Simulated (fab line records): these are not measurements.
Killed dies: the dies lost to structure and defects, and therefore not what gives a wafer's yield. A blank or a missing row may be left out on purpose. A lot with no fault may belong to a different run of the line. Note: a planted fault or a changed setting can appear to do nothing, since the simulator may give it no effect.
fab line records	flow sky130
record lots=24	wafers=72	last-day=50
route steps=708 shown SD_N@350 LI_CONTACT@377 LOCAL_INTERCONNECT@402 CONTACT@407 VIA2@528
lots untouched by any fault: they come from a run of this same line in which no faults occurred
start-h: the number of hours between the record's first day and the start of the first shown wafer of the lot	wait-h: hours since the lot's step before	" unchanged from the row above	L1.1+2: a single row standing in for several wafers	- no value present, or no start provided	* or withheld: withheld	< > ~ a bound
route shown NAME@n: a module of which the file shows steps, and the number in the route of the first	usual: mean/standard deviation of fault-free wafers	same: alike in all rows	chamber/n: place in a boat	sites: readings site by site	_std_site: standard deviation across them	_edge_site: inner sites' mean taken away from outer sites' mean	radius-mm: how far each site lies from the wafer's centre	mask NAME#n: copy n	behind: the tool/chamber that last shaped the wafer	hold: what put the lot on hold/how long, in hours/how the hold closed	device: names the non-switching transistor (n, p or np)	end of line: tests run on the same wafers once the route is complete	step lacking rows: just its recipe	killed: not the wafer's yield, but the dies lost to structure and defects at the first sort	map: a wafer's dies, marking killed ones x, the rest . and places with no die _
set.NAME: the setting the step ran with; set.NAME@STEP: the setting that earlier step ran with	model.NAME: the simulator's own value behind a step, which no gauge read
steps of the route over a sample of lots; a table a step, a row a wafer
services: the hour from which a tool's chamber was out of use, counted from the record's first day as start-h (under 0 if before that day), plus the number of hours and why
## steps
# step SKY_SD_N_OVL_MEAS_08
# usual SD_N_OVL=-0.3/1.5
lot.wafer	tool	chamber	start-h	wait-h	SD_N_OVL[nm]
L074.2	overlay-02	-	638.07	0.1	2.2
L074.3	"	-	"	"	1.2
L074.4	"	-	"	"	0.3
L075.3	overlay-01	-	656.03	0.1	0.2
L075.5	"	-	"	"	2.9
L075.6	"	-	"	"	2.1
L076.1	overlay-02	-	662.54	0.1	1.3
L076.2	"	-	"	"	-0.7
L076.3	"	-	"	"	-1.2
L077.1	overlay-02	-	667.37	0.1	1.3
L077.3	"	-	"	"	-0.4
L077.6	"	-	"	"	0.5
L078.1	overlay-02	-	672.16	0.1	1.3
L078.2	"	-	"	"	0.6
L078.6	"	-	"	"	0.6
L079.1	overlay-01	-	679.42	0.1	-2.3
L079.4	"	-	"	"	-4.9
L079.6	"	-	"	"	-3.0
L080.1	overlay-01	-	698.54	0.1	-2.7
L080.3	"	-	"	"	-2.5
L080.5	"	-	"	"	-1.7
L081.3	overlay-02	-	713.42	0.1	-1.0
L081.4	"	-	"	"	1.1
L081.6	"	-	"	"	-0.6
L082.1	overlay-02	-	734.67	0.1	-0.5
L082.4	"	-	"	"	-0.7
L082.5	"	-	"	"	0.1
L083.4	overlay-01	-	738.77	0.1	-0.2
L083.5	"	-	"	"	-1.0
L083.6	"	-	"	"	-0.8
L085.2	overlay-01	-	744.76	0.1	-1.2
L085.4	"	-	"	"	1.1
L085.6	"	-	"	"	0.6
L084.2	overlay-01	-	746.29	0.1	-3.4
L084.5	"	-	"	"	-2.2
L084.6	"	-	"	"	-0.7
L086.1	overlay-02	-	750.09	0.1	0.1
L086.3	"	-	"	"	0.4
L086.4	"	-	"	"	1.2
L088.3	overlay-01	-	763.40	0.1	0.7
L088.5	"	-	"	"	-1.1
L088.6	"	-	"	"	0.8
L087.1	overlay-01	-	771.27	0.1	-0.9
L087.2	"	-	"	"	-0.8
L087.5	"	-	"	"	-2.3
L090.1	overlay-02	-	784.89	0.1	0.5
L090.3	"	-	"	"	1.7
L090.4	"	-	"	"	0.5
L089.1	overlay-02	-	785.66	0.1	1.6
L089.3	"	-	"	"	1.5
L089.6	"	-	"	"	1.8
L091.2	overlay-01	-	793.72	0.1	1.9
L091.5	"	-	"	"	-1.0
L091.6	"	-	"	"	-1.1
L092.4	overlay-01	-	794.85	0.1	-1.1
L092.5	"	-	"	"	-0.1
L092.6	"	-	"	"	-3.7
L093.2	overlay-01	-	797.36	0.1	-2.6
L093.5	"	-	"	"	-1.1
L093.6	"	-	"	"	-2.8
L095.1	overlay-01	-	809.71	0.1	0.6
L095.2	"	-	"	"	1.2
L095.5	"	-	"	"	2.5
L094.3	overlay-01	-	810.33	0.1	-0.2
L094.4	"	-	"	"	-0.5
L094.5	"	-	"	"	0.7
L096.1	overlay-01	-	819.17	0.1	-0.8
L096.3	"	-	"	"	0.1
L096.4	"	-	"	"	-0.5
L097.1	overlay-01	-	821.47	0.1	-0.2
L097.3	"	-	"	"	-1.7
L097.4	"	-	"	"	-1.6
# step SKY_LI_CONTACT_ETCH_15
# recipe target=PSG	chemistry=C4F8/O2/Ar	stop-on=Si	taper-deg=4.15	mask-material=KrF-thick	source-w=1500	bias-w=1200	pressure-mtorr=40	c4f8-flow-sccm=withheld	O2_flow_sccm=6	Ar_flow_sccm=300	time-s=withheld	target-depth-a=6000
# usual oes-product-au=0.836/0.0044
lot.wafer	tool	chamber	start-h	wait-h	oes-product-au
L074.2	rie-diel-04	1	668.51	0.0	0.845
L074.3	"	2	"	"	0.841
L074.4	"	3	"	"	0.844
L075.3	rie-diel-04	0	685.16	0.0	0.842
L075.5	"	0	"	"	0.834
L075.6	"	3	"	"	0.839
L076.1	rie-diel-04	1	691.20	0.0	0.835
L076.2	"	2	"	"	0.836
L076.3	"	0	"	"	0.838
L077.1	rie-diel-03	1	696.61	0.0	0.841
L077.3	"	3	"	"	0.828
L077.6	"	0	"	"	0.833
L078.1	rie-diel-04	0	700.65	0.0	0.830
L078.2	"	2	"	"	0.840
L078.6	"	1	"	"	0.836
L079.1	rie-diel-02	3	709.46	0.0	0.842
L079.4	"	1	"	"	0.843
L079.6	"	3	"	"	0.834
L080.1	rie-diel-02	1	728.01	0.0	0.846
L080.3	"	0	"	"	0.834
L080.5	"	1	"	"	0.835
L081.3	rie-diel-03	0	742.70	0.0	0.839
L081.4	"	1	"	"	0.840
L081.6	"	0	"	"	0.840
L082.1	rie-diel-02	3	762.85	0.0	0.840
L082.4	"	2	"	"	0.832
L082.5	"	3	"	"	0.844
L083.4	rie-diel-02	1	768.05	0.0	0.844
L083.5	"	3	"	"	0.840
L083.6	"	0	"	"	0.837
L085.2	rie-diel-03	1	773.31	0.0	0.837
L085.4	"	2	"	"	0.828
L085.6	"	2	"	"	0.834
L084.2	rie-diel-04	0	774.40	0.0	0.835
L084.5	"	3	"	"	0.838
L084.6	"	2	"	"	0.832
L086.1	rie-diel-02	0	779.11	0.0	0.837
L086.3	"	3	"	"	0.846
L086.4	"	2	"	"	0.839
L088.3	rie-diel-04	0	792.26	0.0	0.831
L088.5	"	3	"	"	0.838
L088.6	"	2	"	"	0.831
L087.1	rie-diel-02	2	799.91	0.0	0.840
L087.2	"	0	"	"	0.838
L087.5	"	0	"	"	0.834
L090.1	rie-diel-02	2	813.11	0.0	0.837
L090.3	"	0	"	"	0.840
L090.4	"	3	"	"	0.844
L089.1	rie-diel-03	1	813.46	0.0	0.829
L089.3	"	0	"	"	0.839
L089.6	"	2	"	"	0.838
L091.2	rie-diel-04	1	822.46	0.0	0.832
L091.5	"	1	"	"	0.842
L091.6	"	2	"	"	0.833
L092.4	rie-diel-04	2	823.15	0.0	0.842
L092.5	"	3	"	"	0.839
L092.6	"	0	"	"	0.832
L093.2	rie-diel-03	1	825.51	0.0	0.837
L093.5	"	2	"	"	0.836
L093.6	"	1	"	"	0.837
L095.1	rie-diel-02	1	837.25	0.0	0.830
L095.2	"	2	"	"	0.834
L095.5	"	0	"	"	0.836
L094.3	rie-diel-03	2	837.60	0.0	0.826
L094.4	"	1	"	"	0.844
L094.5	"	2	"	"	0.834
L096.1	rie-diel-02	1	846.11	0.0	0.831
L096.3	"	0	"	"	0.841
L096.4	"	2	"	"	0.840
L097.1	rie-diel-02	1	850.86	0.0	0.830
L097.3	"	2	"	"	0.836
L097.4	"	3	"	"	0.835
# step SKY_LOCAL_INTERCONNECT_STRIP_15
# recipe chemistry=O2/N2	power-w=1400	pressure-mtorr=1500	platen-temp-c=withheld	o2-flow-sccm=3000	n2-flow-sccm=300	overash-fraction=0.5
# usual drypump-motor-current-A=5.48/0.21	oes-product-au=0.428/0.0047	strip-time-to-endpoint-s=4.732/0.022
# same overash-fraction=0.5
lot.wafer	tool	chamber	start-h	wait-h	drypump-motor-current-A	oes-product-au	rf-hours-counter-h	strip-time-to-endpoint-s
L074.2	plasma-asher-03	0	697.48	0.0	5.04	0.430	85	4.757
L074.3	"	1	"	"	5.39	0.431	-	4.713
L074.4	"	0	"	"	5.02	0.413	-	4.742
L075.3	plasma-asher-02	0	714.63	0.1	5.69	0.423	-	4.743
L075.5	"	0	"	"	5.66	0.426	-	4.763
L075.6	"	1	"	"	5.42	0.424	-	4.693
L076.1	plasma-asher-01	0	720.62	0.1	5.34	0.434	48	4.704
L076.2	"	1	"	"	5.73	0.432	48	4.705
L076.3	"	1	"	"	5.70	0.423	-	4.705
L077.1	plasma-asher-02	0	726.03	0.0	5.70	0.424	35	4.760
L077.3	"	1	"	"	5.43	0.437	-	4.778
L077.6	"	1	"	"	5.41	0.431	-	4.726
L078.1	plasma-asher-02	1	730.06	0.0	5.41	0.428	35	4.786
L078.2	"	0	"	"	5.68	0.424	35	4.720
L078.6	"	1	"	"	5.43	0.432	-	4.746
L079.1	plasma-asher-03	1	738.68	0.1	5.43	0.421	90	4.744
L079.4	"	1	"	"	5.38	0.431	-	4.725
L079.6	"	0	"	"	5.03	0.426	-	4.731
L080.1	plasma-asher-01	0	757.37	0.0	5.32	0.434	53	4.773
L080.3	"	1	"	"	5.69	0.429	-	4.784
L080.5	"	1	"	"	5.67	0.425	-	4.730
L081.3	plasma-asher-01	1	771.56	0.1	5.69	0.424	-	4.720
L081.4	"	0	"	"	5.37	0.427	-	4.738
L081.6	"	0	"	"	5.37	0.420	-	4.759
L082.1	plasma-asher-02	0	791.46	0.0	5.73	0.423	42	4.729
L082.4	"	0	"	"	5.72	0.428	-	4.720
L082.5	"	0	"	"	5.72	0.425	-	4.719
L083.4	plasma-asher-02	1	796.24	0.1	5.42	0.434	-	4.733
L083.5	"	0	"	"	5.68	0.432	-	4.744
L083.6	"	1	"	"	5.43	0.434	-	4.723
L085.2	plasma-asher-02	1	801.11	0.0	5.44	0.420	43	4.743
L085.4	"	1	"	"	5.44	0.437	-	4.715
L085.6	"	1	"	"	5.45	0.431	-	4.755
L084.2	plasma-asher-02	1	802.26	0.0	5.43	0.428	43	4.722
L084.5	"	0	"	"	5.73	0.431	-	4.734
L084.6	"	1	"	"	5.43	0.433	-	4.735
L086.1	plasma-asher-03	1	806.72	0.0	5.41	0.424	97	4.748
L086.3	"	1	"	"	5.40	0.430	-	4.719
L086.4	"	0	"	"	5.02	0.423	-	4.736
L088.3	plasma-asher-01	0	820.36	0.1	5.36	0.423	-	4.724
L088.5	"	1	"	"	5.68	0.431	-	4.709
L088.6	"	0	"	"	5.39	0.421	-	4.732
L087.1	plasma-asher-03	0	827.06	0.0	5.04	0.429	99	4.734
L087.2	"	1	"	"	5.35	0.428	99	4.722
L087.5	"	1	"	"	5.39	0.427	-	4.711
L090.1	plasma-asher-02	1	841.12	0.0	5.42	0.425	47	4.701
L090.3	"	0	"	"	5.69	0.435	-	4.743
L090.4	"	1	"	"	5.42	0.434	-	4.724
L089.1	plasma-asher-01	0	841.41	0.0	5.37	0.436	61	4.737
L089.3	"	1	"	"	5.70	0.422	-	4.761
L089.6	"	0	"	"	5.36	0.430	-	4.757
L091.2	plasma-asher-01	0	851.11	0.0	5.37	0.420	63	4.750
L091.5	"	0	"	"	5.36	0.426	-	4.747
L091.6	"	1	"	"	5.69	0.425	-	4.719
L092.4	plasma-asher-03	1	852.13	0.1	5.38	0.433	-	4.711
L092.5	"	0	"	"	5.02	0.430	-	4.731
L092.6	"	1	"	"	5.37	0.430	-	4.725
L093.2	plasma-asher-02	0	853.08	0.0	5.76	0.416	48	4.686
L093.5	"	1	"	"	5.43	0.430	-	4.698
L093.6	"	0	"	"	5.67	0.431	-	4.749
L095.1	plasma-asher-01	1	863.93	0.1	5.73	0.423	64	4.708
L095.2	"	0	"	"	5.35	0.421	64	4.736
L095.5	"	0	"	"	5.38	0.426	-	4.708
L094.3	plasma-asher-02	1	864.89	0.1	5.41	0.426	-	4.729
L094.4	"	0	"	"	5.69	0.430	-	4.757
L094.5	"	0	"	"	5.66	0.422	-	4.745
L096.1	plasma-asher-02	0	873.33	0.0	5.74	0.435	50	4.722
L096.3	"	0	"	"	5.70	0.427	-	4.729
L096.4	"	1	"	"	5.42	0.426	-	4.696
L097.1	plasma-asher-01	1	878.47	0.0	5.69	0.422	65	4.736
L097.3	"	1	"	"	5.67	0.431	-	4.715
L097.4	"	0	"	"	5.37	0.429	-	4.750
# step SKY_CONTACT_THK_MEAS_01
# recipe reads=Si3N4_of_CONTACT_CVD_00
# usual CONTACT_CVD_00_THK=74.8/0.95
lot.wafer	tool	chamber	start-h	wait-h	CONTACT_CVD_00_THK[nm]
L074.2	film-metro-03	-	698.14	-	73.8
L074.3	"	-	"	"	74.3
L074.4	"	-	"	"	75.9
L075.3	film-metro-03	-	715.25	-	73.9
L075.5	"	-	"	"	73.9
L075.6	"	-	"	"	73.8
L076.1	film-metro-02	-	721.26	-	74.1
L076.2	"	-	"	"	74.9
L076.3	"	-	"	"	76.0
L077.1	film-metro-02	-	726.65	-	73.7
L077.3	"	-	"	"	73.2
L077.6	"	-	"	"	74.7
L078.1	film-metro-02	-	730.69	-	74.5
L078.2	"	-	"	"	73.3
L078.6	"	-	"	"	74.6
L079.1	film-metro-02	-	739.34	-	73.8
L079.4	"	-	"	"	75.0
L079.6	"	-	"	"	74.5
L080.1	film-metro-02	-	757.99	-	73.6
L080.3	"	-	"	"	74.0
L080.5	"	-	"	"	74.3
L081.3	film-metro-01	-	772.17	-	74.3
L081.4	"	-	"	"	75.8
L081.6	"	-	"	"	75.2
L082.1	film-metro-03	-	792.08	-	74.8
L082.4	"	-	"	"	75.5
L082.5	"	-	"	"	76.0
L083.4	film-metro-03	-	796.86	-	75.4
L083.5	"	-	"	"	76.8
L083.6	"	-	"	"	74.2
L085.2	film-metro-02	-	801.78	-	74.2
L085.4	"	-	"	"	74.7
L085.6	"	-	"	"	75.8
L084.2	film-metro-01	-	802.94	-	74.7
L084.5	"	-	"	"	73.8
L084.6	"	-	"	"	74.4
L086.1	film-metro-01	-	807.34	-	74.7
L086.3	"	-	"	"	74.8
L086.4	"	-	"	"	75.4
L088.3	film-metro-02	-	820.97	-	74.9
L088.5	"	-	"	"	76.4
L088.6	"	-	"	"	77.2
L087.1	film-metro-02	-	827.72	-	75.9
L087.2	"	-	"	"	74.4
L087.5	"	-	"	"	74.8
L090.1	film-metro-01	-	841.74	-	73.6
L090.3	"	-	"	"	74.9
L090.4	"	-	"	"	76.5
L089.1	film-metro-01	-	842.03	-	74.0
L089.3	"	-	"	"	74.1
L089.6	"	-	"	"	75.0
L091.2	film-metro-01	-	851.74	-	74.4
L091.5	"	-	"	"	75.0
L091.6	"	-	"	"	75.2
L092.4	film-metro-02	-	852.75	-	75.8
L092.5	"	-	"	"	75.3
L092.6	"	-	"	"	76.0
L093.2	film-metro-01	-	853.73	-	75.7
L093.5	"	-	"	"	75.5
L093.6	"	-	"	"	76.3
L095.1	film-metro-01	-	864.56	-	74.8
L095.2	"	-	"	"	73.9
L095.5	"	-	"	"	75.7
L094.3	film-metro-03	-	865.52	-	75.3
L094.4	"	-	"	"	74.8
L094.5	"	-	"	"	74.4
L096.1	film-metro-02	-	873.96	-	74.3
L096.3	"	-	"	"	73.6
L096.4	"	-	"	"	75.6
L097.1	film-metro-01	-	879.21	-	74.9
L097.3	"	-	"	"	74.7
L097.4	"	-	"	"	76.4
# step SKY_VIA2_CVD_21
# recipe material=W	target-thk-nm=420	time-s=126.4	temp-c=400	pressure-torr=40
# usual heater-power-w=844/52
lot.wafer	tool	chamber	start-h	wait-h	heater-power-w
L074.2	cvd-w-02	1	841.12	0.0	829
L074.3	"	0	"	"	782
L074.4	"	1	"	"	846
L075.3	cvd-w-02	1	855.62	0.1	835
L075.5	"	1	"	"	835
L075.6	"	0	"	"	794
L076.1	cvd-w-01	0	860.34	0.0	897
L076.2	"	1	"	"	834
L076.3	"	0	"	"	901
L077.1	cvd-w-01	0	867.08	0.0	909
L077.3	"	0	"	"	937
L077.6	"	0	"	"	913
L078.1	cvd-w-01	0	871.15	0.0	914
L078.2	"	1	"	"	829
L078.6	"	0	"	"	924
L079.1	cvd-w-01	0	881.08	0.0	904
L079.4	"	0	"	"	908
L079.6	"	0	"	"	913
L080.1	cvd-w-01	1	895.91	0.0	841
L080.3	"	1	"	"	831
L080.5	"	0	"	"	898
L081.3	cvd-w-01	0	909.70	0.1	894
L081.4	"	1	"	"	843
L081.6	"	0	"	"	933
L082.1	cvd-w-02	0	929.76	0.0	784
L082.4	"	1	"	"	793
L082.5	"	0	"	"	782
L083.4	cvd-w-01	0	933.84	0.1	934
L083.5	"	1	"	"	827
L083.6	"	0	"	"	894
L085.2	cvd-w-02	1	938.53	0.0	809
L085.4	"	0	"	"	774
L085.6	"	1	"	"	815
L084.2	cvd-w-02	1	939.67	0.0	819
L084.5	"	1	"	"	814
L084.6	"	0	"	"	773
L086.1	cvd-w-02	1	942.29	0.0	818
L086.3	"	1	"	"	789
L086.4	"	0	"	"	771
L088.3	cvd-w-01	0	955.20	0.1	911
L088.5	"	1	"	"	835
L088.6	"	0	"	"	920
L087.1	cvd-w-02	0	963.38	0.0	768
L087.2	"	1	"	"	812
L087.5	"	0	"	"	785
L090.1	cvd-w-02	1	974.33	0.0	825
L090.3	"	1	"	"	854
L090.4	"	0	"	"	781
L089.1	cvd-w-01	1	975.47	0.0	836
L089.3	"	1	"	"	833
L089.6	"	1	"	"	841
L091.2	cvd-w-01	1	983.38	0.0	840
L091.5	"	0	"	"	910
L091.6	"	1	"	"	832
L092.4	cvd-w-02	0	983.97	0.1	775
L092.5	"	0	"	"	793
L092.6	"	1	"	"	796
L093.2	cvd-w-01	1	987.80	0.0	833
L093.5	"	0	"	"	920
L093.6	"	1	"	"	832
L095.1	cvd-w-01	1	995.82	0.0	868
L095.2	"	0	"	"	929
L095.5	"	0	"	"	913
L094.3	cvd-w-01	0	997.77	0.1	919
L094.4	"	1	"	"	866
L094.5	"	1	"	"	845
L096.1	cvd-w-01	0	1004.78	0.0	925
L096.3	"	1	"	"	830
L096.4	"	0	"	"	941
L097.1	cvd-w-02	1	1006.50	0.0	814
L097.3	"	1	"	"	807
L097.4	"	0	"	"	765
# step SKY_VIA2_CMP_24
# recipe stop-on=SiO2	t-overpolish-s=20	down-force-psi=3.5	platen-rpm=60	target-thk-nm=0	pad-velocity-m-s=0.94248
# usual motor-current-A=11.0/1.3	overpolish-run-s=19.999/0.0088	time-to-endpoint-s=99/4.8
lot.wafer	tool	chamber	start-h	wait-h	motor-current-A	overpolish-run-s	time-to-endpoint-s
L074.3	cmp-02	2	841.43	0.0	9.7	19.999	98
L074.4	"	3	"	"	13.4	20.000	110
L074.2	"	1	"	"	10.5	19.993	99
L075.3	cmp-02	0	855.99	0.1	10.5	19.998	102
L075.5	"	2	"	"	9.6	20.008	102
L075.6	"	3	"	"	12.9	20.004	112
L076.2	cmp-02	2	860.65	0.0	9.4	19.984	101
L076.1	"	3	"	"	12.8	19.991	109
L076.3	"	1	"	"	10.8	20.001	100
L077.3	cmp-02	2	867.49	0.1	9.9	19.993	100
L077.1	"	3	"	"	13.1	19.987	109
L077.6	"	0	"	"	10.1	20.011	101
L078.2	cmp-01	1	871.46	0.0	13.5	19.976	97
L078.1	"	2	"	"	11.5	20.000	94
L078.6	"	2	"	"	11.3	20.000	101
L079.1	cmp-02	2	881.63	0.3	9.9	20.004	99
L079.4	"	3	"	"	12.9	20.005	108
L079.6	"	3	"	"	12.6	20.009	108
L080.3	cmp-01	2	896.22	0.0	11.9	20.005	93
L080.1	"	1	"	"	13.6	20.006	96
L080.5	"	2	"	"	11.6	19.988	96
L081.4	cmp-02	3	909.97	0.0	12.1	19.995	107
L081.3	"	2	"	"	9.5	19.991	98
L081.6	"	0	"	"	10.5	20.003	99
L082.4	cmp-01	0	930.07	0.0	10.3	20.006	104
L082.1	"	3	"	"	9.0	20.001	97
L082.5	"	1	"	"	14.0	20.012	100
L083.4	cmp-02	2	934.32	0.2	9.3	20.002	97
L083.5	"	3	"	"	12.9	19.998	106
L083.6	"	0	"	"	10.0	19.981	100
L085.4	cmp-02	3	938.84	0.0	12.3	19.994	107
L085.2	"	1	"	"	11.2	19.994	92
L085.6	"	3	"	"	12.8	20.011	100
L084.2	cmp-02	2	940.17	0.2	9.2	20.008	89
L084.5	"	0	"	"	10.4	20.003	94
L084.6	"	1	"	"	11.1	19.992	90
L086.1	cmp-02	3	942.60	0.1	12.4	20.002	102
L086.4	"	1	"	"	10.4	20.002	89
L086.3	"	2	"	"	9.4	20.005	90
L088.3	cmp-02	0	955.62	0.2	10.3	19.992	98
L088.6	"	1	"	"	11.0	20.011	95
L088.5	"	2	"	"	9.5	20.007	100
L087.2	cmp-02	3	963.69	0.0	12.4	19.990	108
L087.1	"	1	"	"	11.1	20.004	98
L087.5	"	3	"	"	12.8	19.988	103
L090.3	cmp-01	3	974.64	0.0	9.3	19.995	92
L090.4	"	0	"	"	10.8	20.002	93
L090.1	"	2	"	"	11.7	19.993	93
L089.3	cmp-02	2	975.84	0.1	9.4	19.986	104
L089.1	"	3	"	"	12.8	20.006	109
L089.6	"	2	"	"	9.7	19.999	101
L091.2	cmp-01	1	983.74	0.1	13.7	20.004	97
L091.6	"	0	"	"	10.7	19.995	99
L091.5	"	1	"	"	13.2	19.997	98
L092.4	cmp-02	3	984.34	0.1	12.5	20.003	105
L092.6	"	1	"	"	11.0	19.999	94
L092.5	"	2	"	"	9.4	20.003	100
L093.2	cmp-02	3	988.26	0.2	12.6	20.024	109
L093.5	"	0	"	"	10.2	20.007	100
L093.6	"	1	"	"	10.9	20.009	97
L095.1	cmp-02	0	996.19	0.1	10.2	20.017	97
L095.2	"	1	"	"	10.7	19.989	93
L095.5	"	0	"	"	10.6	19.997	97
L094.4	cmp-02	0	998.04	0.0	10.1	20.022	93
L094.3	"	3	"	"	11.8	19.989	104
L094.5	"	1	"	"	10.3	19.997	97
L096.4	cmp-01	0	1005.09	0.0	10.3	19.990	102
L096.1	"	2	"	"	12.2	19.994	101
L096.3	"	3	"	"	9.2	20.006	103
L097.4	cmp-02	3	1006.81	0.0	13.4	20.007	102
L097.3	"	0	"	"	10.0	19.997	96
L097.1	"	2	"	"	9.3	20.009	100
## services
tool	chamber	start-h	hours	kind
cmp-02	-	648.66	21.6	repair
plasma-asher-02	-	657.18	1.2	repair
cmp-02	-	670.22	6.5	pm
cvd-w-02	0	682.60	9.8	repair
cvd-w-01	1	686.86	23.5	repair
cmp-02	-	744.27	4.0	pm
cmp-02	-	753.43	2.0	repair
rie-diel-02	-	763.57	0.2	repair
rie-diel-02	0	770.05	5.1	repair
plasma-asher-02	-	772.92	1.0	repair
cmp-02	-	782.05	0.6	repair
plasma-asher-02	-	811.07	3.2	repair
cvd-w-02	-	813.07	2.8	pm
rie-diel-02	-	816.31	14.6	pm
cmp-02	-	822.32	3.2	repair
cmp-02	-	830.70	1.4	repair
rie-diel-02	-	841.68	0.3	repair
cmp-02	-	870.33	1.5	repair
cmp-02	-	876.05	4.5	pm
cmp-02	-	890.41	1.5	repair
cvd-w-01	-	938.12	2.8	pm
plasma-asher-02	-	947.48	2.5	repair
cmp-02	-	960.41	1.6	repair
cmp-02	-	985.09	2.3	repair
## key
fault none
